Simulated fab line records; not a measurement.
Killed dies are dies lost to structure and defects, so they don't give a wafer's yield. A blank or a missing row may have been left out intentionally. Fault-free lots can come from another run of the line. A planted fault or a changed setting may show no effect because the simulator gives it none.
Which tool is to blame?    flow sky130    Sampling: 13 lots, 39 wafers, 5 of 708 route steps

WHAT THE GAUGES SHOWED, per wafer
SKY_VT_ADJUST_HVTP_CD_MEAS_07 targets a cd of 380 nm. Usual: cd-nm 379.4 nm, standard deviation 2.5.
lot   measured      on         cd-nm (nm)         flag
L302  day 6 09:01   cd-sem-01  383.3 382.8 380.9  
L304  day 6 21:14   cd-sem-02  377.8 377.0 379.6  
L305  day 7 03:06   cd-sem-01  376.7 377.6 377.0  
L306  day 7 06:27   cd-sem-02  378.9 383.1 383.6  
L307  day 7 15:11   cd-sem-02  380.3 377.9 380.8  
L308  day 7 23:46   cd-sem-01  378.9 377.8 376.9  
L310  day 8 17:32   cd-sem-02  378.0 376.4 378.2  
L316  day 10 05:40  cd-sem-02  380.4 379.4 381.7  
L318  day 10 15:32  cd-sem-01  382.1 383.9 381.4  
L319  day 10 21:44  cd-sem-01  378.6 380.1 377.9  
L320  day 11 05:02  cd-sem-01  379.8 380.0 379.3  
L321  day 11 15:44  cd-sem-02  376.3 375.1 377.4  
L322  day 11 22:05  cd-sem-01  380.3 381.2 379.7  

SKY_VT_ADJUST_HVTR_TW_MEAS_11. Usual: VT_ADJUST_HVTR_TW typically reads 209, with standard deviation 3.1.
lot   measured      on             VT_ADJUST_HVTR_TW  flag
L302  day 9 20:17   film-metro-03  209 207 208        
L304  day 10 12:17  film-metro-04  260 261 260        OFF
L305  day 10 19:15  film-metro-03  255 255 255        OFF
L306  day 10 21:50  film-metro-03  208 207 208        
L307  day 11 08:32  film-metro-02  252 252 253        OFF
L308  day 11 19:26  film-metro-02  205 205 205        
L310  day 12 14:58  film-metro-03  207 208 207        
L316  day 14 09:13  film-metro-02  206 205 205        
L318  day 14 19:49  film-metro-02  206 205 205        
L319  day 15 00:57  film-metro-03  210 209 209        
L320  day 15 11:43  film-metro-04  213 215 216        
L321  day 15 23:53  film-metro-04  215 216 214        
L322  day 16 06:59  film-metro-02  206 206 205        

SKY_VT_ADJUST_PCH_TW_MEAS_10. Usual: VT_ADJUST_PCH_TW typically reads 142.7, with standard deviation 1.5.
lot   measured      on             VT_ADJUST_PCH_TW   flag
L302  day 10 19:11  film-metro-01  143.4 141.6 143.2  
L304  day 11 11:25  film-metro-01  143.5 143.6 143.4  
L305  day 11 19:02  film-metro-03  141.2 140.7 141.6  
L306  day 11 21:46  film-metro-03  141.4 141.3 141.4  
L307  day 12 08:16  film-metro-03  140.9 140.9 141.8  
L308  day 12 19:52  film-metro-01  142.6 142.4 142.9  
L310  day 13 16:20  film-metro-03  141.5 141.5 140.9  
L316  day 15 11:47  film-metro-01  142.3 143.1 142.2  
L318  day 16 00:00  film-metro-04  144.7 145.2 145.1  
L319  day 16 04:40  film-metro-04  144.3 144.6 145.2  
L320  day 16 15:31  film-metro-01  142.2 141.8 142.6  
L321  day 17 04:43  film-metro-04  145.2 144.3 144.0  
L322  day 17 11:58  film-metro-03  140.9 140.6 140.3  

TOOL THAT RAN EACH LOT (tool first, then ch and the chambers of the sampled wafers, then the start)
lot   SKY_NWELL_RTA_28                  SKY_VT_ADJUST_HVTR_IMPLANT_09
L302  rtp-anneal-01 ch 0, day 5 13:34   implanter-04 ch 0, day 9 20:04
L304  rtp-anneal-01 ch 0, day 6 01:40   implanter-03 ch 0, day 10 11:44
L305  rtp-anneal-01 ch 0, day 6 07:56   implanter-02 ch 0, day 10 18:42
L306  rtp-anneal-02 ch 0, day 6 10:59   implanter-04 ch 0, day 10 21:36
L307  rtp-anneal-02 ch 0, day 6 18:58   implanter-04 ch 0, day 11 07:53
L308  rtp-anneal-02 ch 0, day 7 03:34   implanter-04 ch 0, day 11 19:11
L310  rtp-anneal-02 ch 0, day 7 18:17   implanter-02 ch 0, day 12 14:43
L316  rtp-anneal-02 ch 0, day 9 06:36   implanter-03 ch 0, day 14 08:59
L318  rtp-anneal-01 ch 0, day 9 16:53   implanter-04 ch 0, day 14 19:36
L319  rtp-anneal-02 ch 0, day 9 23:17   implanter-03 ch 0, day 15 00:43
L320  rtp-anneal-01 ch 0, day 10 05:37  implanter-04 ch 0, day 15 11:28
L321  rtp-anneal-02 ch 0, day 10 15:46  implanter-02 ch 0, day 15 23:38
L322  rtp-anneal-02 ch 0, day 10 22:02  implanter-04 ch 0, day 16 06:44
- SKY_NWELL_RTA_28: time 30 s.
- SKY_VT_ADJUST_HVTR_IMPLANT_09

WHAT THE TOOLS THEMSELVES READ (means of the sampled wafers that have a number; where no wafer has one, the mark that the record gives instead)
SKY_NWELL_RTA_28. Usual: lamp-power-pct 25.30 %, standard deviation 0.056; wafer_temp_C_max 1054.9, standard deviation 0.93.
lot   tool           lamp-power-pct (%)  wafer_temp_C_max  flag
L302  rtp-anneal-01  25.27               1055.0            
L304  rtp-anneal-01  25.38               1054.9            
L305  rtp-anneal-01  25.27               1054.2            
L306  rtp-anneal-02  25.25               1055.1            
L307  rtp-anneal-02  25.34               1055.5            
L308  rtp-anneal-02  25.31               1054.9            
L310  rtp-anneal-02  25.30               1054.2            
L316  rtp-anneal-02  25.26               1055.1            
L318  rtp-anneal-01  25.35               1054.1            
L319  rtp-anneal-02  25.27               1055.2            
L320  rtp-anneal-01  25.31               1054.6            
L321  rtp-anneal-02  25.32               1055.4            
L322  rtp-anneal-02  25.26               1054.8            

SKY_VT_ADJUST_HVTR_IMPLANT_09. Usual: end-station-pressure-torr 5.01e-06 Torr, standard deviation 2.6e-07.
lot   tool          end-station-pressure-torr (Torr)  flag
L302  implanter-04  5.08e-06                          
L304  implanter-03  5.15e-06                          
L305  implanter-02  5.10e-06                          
L306  implanter-04  4.75e-06                          
L307  implanter-04  4.86e-06                          
L308  implanter-04  4.93e-06                          
L310  implanter-02  5.12e-06                          
L316  implanter-03  4.83e-06                          
L318  implanter-04  4.97e-06                          
L319  implanter-03  5.13e-06                          
L320  implanter-04  4.80e-06                          
L321  implanter-02  4.93e-06                          
L322  implanter-04  5.23e-06                          

THE ANSWER, worked out from the rows above alone
Rule: lot off if the mean of its wafers having a number is beyond 3 standard deviations from the usual mean. Also off: a lot with no number at a reading for which 4 or more lots have one. Any other lot the step has rows for is counted as sound. After the gauges, taken in route order, come the tools' own readings; for these a lot's mean is taken, as printed above. At the first step where some lot is off, the reading lying furthest off is the one used; lots without a number count as furthest.
Off: L304, L305, L307, at SKY_VT_ADJUST_HVTR_TW_MEAS_11 (VT_ADJUST_HVTR_TW).
If a tool, at a process step before that reading, ran all the lots that are off and no sound lot after the first of them, it fits. The gauges at SKY_VT_ADJUST_HVTR_TW_MEAS_11 are tried like those tools. None of those tried fits.

WHAT WAS PUT IN BY THE SIMULATOR
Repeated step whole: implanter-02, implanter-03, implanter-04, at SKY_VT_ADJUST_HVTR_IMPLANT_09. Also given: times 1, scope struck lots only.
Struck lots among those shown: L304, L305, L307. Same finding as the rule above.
